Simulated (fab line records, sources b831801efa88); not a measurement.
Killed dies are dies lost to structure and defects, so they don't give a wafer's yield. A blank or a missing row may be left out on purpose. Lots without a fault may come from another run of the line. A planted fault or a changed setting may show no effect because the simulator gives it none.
A struck lot beside a sound one | flow gf180mcu | 15 steps out of a route of 602
Sound: wafers L659.1, L659.4, L659.6. Struck: wafers L674.1, L674.5, L674.6. The cause comes at the end.
At each step with rows: each side's tool, then ch and its chambers, then its first start. Under that, the readings that differ: sound wafers | struck wafers | difference of the means | sigmas: that difference in standard deviations of wafers without a fault.
alike: readings whose means differ by less than 2 such deviations, and words and numbers that are the same on both sides. not compared: withheld readings, readings that some wafer has no value for, bounds like >300 that may hide the same value, and numbers for which the record gives no deviation and whose values overlap.
The two part at a step that has a row with sigmas, a row that says differs or no value, or rows on one side only. Numbers that don't overlap but have no deviation are shown without sigmas and don't part them. A reading that every wafer of one side lacks parts them only if that side has two wafers or more.

GF_VT_IMPLANT_RS_MEAS_46: measures by four-point-probe.
  sound on film_metro-01, day 8 03:09; struck on film_metro-04, day 12 12:40
  alike: MVSD_RS
GF_VT_IMPLANT_RS_MEAS_47: measures by four-point-probe.
  sound on film_metro-01, day 8 03:16; struck on film_metro-04, day 12 12:47
  alike: NWELL_RS
GF_VT_IMPLANT_RS_MEAS_48: measures by four-point-probe.
  sound on film_metro-01, day 8 03:23; struck on film_metro-04, day 12 12:54
  alike: LVPWELL_RS
GF_VT_IMPLANT_RS_MEAS_49: measures by four-point-probe.
  sound on film_metro-01, day 8 03:31; struck on film_metro-04, day 12 13:01
  alike: MVPSD_RS
then, 4 steps without rows for these wafers: GF_VT_IMPLANT_WET_ETCH_50 (etches SiO2 in dHF, target depth 20 nm, time 400 s); GF_DUAL_GATE_CLEAN_00 (cleans in SC1/SC2, time 150 s); GF_DUAL_GATE_CLEAN_01 (cleans in dHF, time 20 s); GF_DUAL_GATE_OXIDATION_02 (stabilise 600 s, purge 300 s, target thk 10.887 nm).
GF_DUAL_GATE_THK_MEAS_03:
  sound on film_metro-02, day 8 09:47; struck on film_metro-02, day 12 14:47
  alike: DUAL_GATE_OXIDATION_00_THK
then, 3 steps without rows for these wafers: GF_DUAL_GATE_DEHYDRATE_04 (time 60 s); GF_DUAL_GATE_HMDS_05 (prime time 60 s); GF_DUAL_GATE_COAT_06 (resist thk 1000 nm).
GF_DUAL_GATE_SOFTBAKE_07: time 60 s.
  sound on litho_track-01 ch 0, day 8 17:40; struck on litho_track-02 ch 0, day 13 00:19
  reading          | sound             | struck            | difference | sigmas
  run_length_s (s) | 89.22 89.05 88.89 | 99.79 99.66 99.70 | +10.66     | +59
then, 2 steps without rows for these wafers: GF_DUAL_GATE_EXPOSE_08 (exposes mask Dualgate, target cd 700 nm); GF_PASSIVATION_PROBE_99.

WHERE THEY PART
Only at GF_DUAL_GATE_SOFTBAKE_07, within this record.

WHY: what the simulator had put in
Process parameter drift: litho_track-02, from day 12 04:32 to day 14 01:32, at GF_DUAL_GATE_SOFTBAKE_07. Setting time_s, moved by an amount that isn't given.
